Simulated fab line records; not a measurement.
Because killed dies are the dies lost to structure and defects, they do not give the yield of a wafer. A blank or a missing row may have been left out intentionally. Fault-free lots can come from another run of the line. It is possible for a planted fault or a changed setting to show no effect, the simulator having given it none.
Chamber matching -- flow gf180mcu -- cmp-02 running GF_STI_CMP_25: 4 sister chambers
The step polishes, stops on Si3N4, t overpolish 33 s, target thk 524.6 nm. 8 wafers are shown with their chamber, then 12 later ones without.

## WAFERS, EACH WITH ITS CHAMBER
wafer,chamber,motorCurrentA (A),timeToEndpointS (s)
L082.2,1,11.1,119
L083.4,1,11.3,122
L084.4,3,11.8,121
L085.2,3,12.3,110
L085.4,2,11.4,115
L086.1,0,11.4,124
L086.4,2,12.2,119
L086.5,0,10.8,121

## WAFERS WITH NO CHAMBER GIVEN
wafer,motorCurrentA (A),timeToEndpointS (s)
L088.1,12.3,120
L088.3,11.8,119
L088.6,11.0,121
L089.1,11.3,119
L089.3,12.0,120
L089.5,11.7,123
L091.1,11.4,124
L091.2,11.3,116
L091.6,11.6,118
L097.2,11.9,116
L097.3,11.9,120
L097.4,10.9,123

## WHICH CHAMBER EACH ONE RAN IN
wafer,from the rows above,in truth
L088.1,can't be placed: 3 or 2 or 1 or 0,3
L088.3,can't be placed: 2 or 3 or 1 or 0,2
L088.6,can't be placed: 0 or 1 or 2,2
L089.1,can't be placed: 1 or 0 or 2 or 3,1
L089.3,can't be placed: 2 or 3 or 1 or 0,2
L089.5,can't be placed: 1 or 2 or 0 or 3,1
L091.1,can't be placed: 0 or 1 or 2 or 3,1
L091.2,can't be placed: 1 or 2 or 0 or 3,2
L091.6,can't be placed: 2 or 1 or 3 or 0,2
L097.2,can't be placed: 2 or 3 or 1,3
L097.3,can't be placed: 2 or 3 or 1 or 0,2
L097.4,can't be placed: 0 or 1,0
Correctly placed: 0 of 12. From these rows, 12 cannot be placed; in 12 the true chamber is one of the candidates. Placed wrongly: 0.
How it was worked out, from the rows above alone: a wafer's distance from a chamber is the root of the sum, over the readings, of the square of ((its reading less the chamber's mean) divided by the reading's scatter). If the next closest chamber is less than 2 further off than the closest, the wafer can't be placed; otherwise it belongs to the closest. The mean given for a chamber averages the wafers shown for that chamber. The scatter: the root of (the sum of the squares of (reading less its chamber's mean) over the shown wafers, divided by (wafers less chambers)).
